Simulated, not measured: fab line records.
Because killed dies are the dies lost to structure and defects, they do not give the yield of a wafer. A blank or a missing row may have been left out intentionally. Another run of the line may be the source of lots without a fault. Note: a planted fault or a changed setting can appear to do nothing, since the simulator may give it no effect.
Which tool is to blame? -- flow gf180mcu -- 39 wafers from 13 lots sampled at 4 of the route's 602 steps

## WHAT THE GAUGES SHOWED, per wafer
GF_V5_THK_MEAS_03. Usual: V5_CVD_02_THK typically reads 1451 nm, with standard deviation 21.
lot,measured,on,V5_CVD_02_THK (nm),flag
L623,day 25 14:23,filmMetro-04,1435 1418 1429,
L624,day 25 17:04,filmMetro-04,1478 1449 1472,
L625,day 26 12:08,filmMetro-03,1448 1462 1477,
L626,day 26 12:59,filmMetro-03,1461 1456 1474,
L627,day 26 19:19,filmMetro-01,1447 1449 1453,
L629,day 29 09:20,filmMetro-03,1454 1468 1451,
L636,day 30 06:34,filmMetro-03,1441 1421 1459,
L638,day 31 00:55,filmMetro-03,1435 1431 1446,
L641,day 32 01:01,filmMetro-03,1442 1448 1470,
L643,day 32 10:49,filmMetro-03,1426 1415 1464,
L644,day 32 17:49,filmMetro-04,1458 1432 1467,
L646,day 33 03:46,filmMetro-04,1418 1447 1438,
L645,day 33 03:53,filmMetro-01,1417 1468 1447,

GF_PASSIVATION_THK_MEAS_03. Usual: PASSIVATION_CVD_02_THK typically reads 697 nm, with standard deviation 8.9.
lot,measured,on,PASSIVATION_CVD_02_THK (nm),flag
L623,day 27 10:55,filmMetro-04,696 688 702,
L624,day 27 12:07,filmMetro-02,692 695 693,
L625,day 28 06:36,filmMetro-03,707 698 711,
L626,day 28 08:08,filmMetro-02,686 702 685,
L627,day 28 13:57,filmMetro-02,694 691 694,
L629,day 31 01:17,filmMetro-02,694 700 711,
L636,day 31 21:11,filmMetro-04,687 695 701,
L638,day 32 14:53,filmMetro-04,675 691 698,
L641,day 33 12:35,filmMetro-04,686 693 705,
L643,day 33 21:44,filmMetro-02,692 691 701,
L644,day 34 03:47,filmMetro-04,690 698 712,
L646,day 34 14:20,filmMetro-04,699 712 713,
L645,day 34 15:11,filmMetro-03,686 695 697,

GF_PASSIVATION_BOW_MEAS_14. Usual: PASSIVATION_BOW typically reads 136 um, with standard deviation 9.9.
lot,measured,on,PASSIVATION_BOW (um),flag
L623,day 28 07:29,filmMetro-02,153 140 150,
L624,day 28 09:43,filmMetro-02,142 121 142,
L625,day 29 03:18,filmMetro-02,124 131 131,
L626,day 29 04:47,filmMetro-02,140 164 154,
L627,day 29 11:08,filmMetro-03,138 143 146,
L629,day 31 20:48,filmMetro-03,129 129 123,
L636,day 32 15:28,filmMetro-03,130 135 132,
L638,day 33 08:45,filmMetro-02,135 144 150,
L641,day 34 05:27,filmMetro-02,149 136 153,
L643,day 34 14:14,filmMetro-03,123 128 132,
L644,day 34 20:44,filmMetro-02,137 132 141,
L646,day 35 10:25,filmMetro-02,133 129 139,
L645,day 35 10:25,filmMetro-03,142 144 126,

## WHICH TOOL RAN EACH LOT (tool, then ch and the chambers of the sampled wafers, then the start)
lot,GF_MIM_SPUTTER_08
L623,"pvdSputter-02, day 23 17:39"
L624,"pvdSputter-02, day 23 21:52"
L625,"pvdSputter-02, day 24 17:46"
L626,"pvdSputter-04, day 24 18:36"
L627,"pvdSputter-04, day 25 00:30"
L629,"pvdSputter-04, day 27 18:13"
L636,"pvdSputter-04, day 28 16:33"
L638,"pvdSputter-02, day 29 12:09"
L641,"pvdSputter-02, day 30 11:14"
L643,"pvdSputter-02, day 30 22:28"
L644,"pvdSputter-01, day 31 06:19"
L646,"pvdSputter-04, day 31 16:31"
L645,"pvdSputter-01, day 31 16:41"
- GF_MIM_SPUTTER_08: material AlCu, target thk 200 nm, time 10.6 s.

## AS READ BY THE TOOLS THEMSELVES (means over the sampled wafers that have a number; for cases with no such wafer, the mark the record gives instead)
GF_MIM_SPUTTER_08. Usual: throttleValvePct reads 29.9 % (standard deviation 0.65).
lot,tool,throttleValvePct (%),flag
L623,pvdSputter-02,29.6,
L624,pvdSputter-02,29.9,
L625,pvdSputter-02,30.3,
L626,pvdSputter-04,30.7,
L627,pvdSputter-04,30.2,
L629,pvdSputter-04,30.2,
L636,pvdSputter-04,30.1,
L638,pvdSputter-02,29.5,
L641,pvdSputter-02,30.2,
L643,pvdSputter-02,29.7,
L644,pvdSputter-01,29.4,
L646,pvdSputter-04,30.8,
L645,pvdSputter-01,29.2,

## THE ANSWER, worked out from the rows above alone
Rule: take the mean of a lot's wafers that have a number; if it is more than 3 standard deviations from the usual mean, the lot is off. A lot without any number at a reading at which 4 lots or more have one is off too. Any other lot the step has rows for is counted as sound. Order of review: gauges by route order, followed by the tools' own readings, for which a lot's mean as printed above is used. At the first step where some lot is off, the reading lying furthest off is the one used; lots without a number count as furthest.
Across all readings shown, no lot is off: no conclusion can be drawn from this.

## WHAT THE SIMULATOR HAD PUT IN
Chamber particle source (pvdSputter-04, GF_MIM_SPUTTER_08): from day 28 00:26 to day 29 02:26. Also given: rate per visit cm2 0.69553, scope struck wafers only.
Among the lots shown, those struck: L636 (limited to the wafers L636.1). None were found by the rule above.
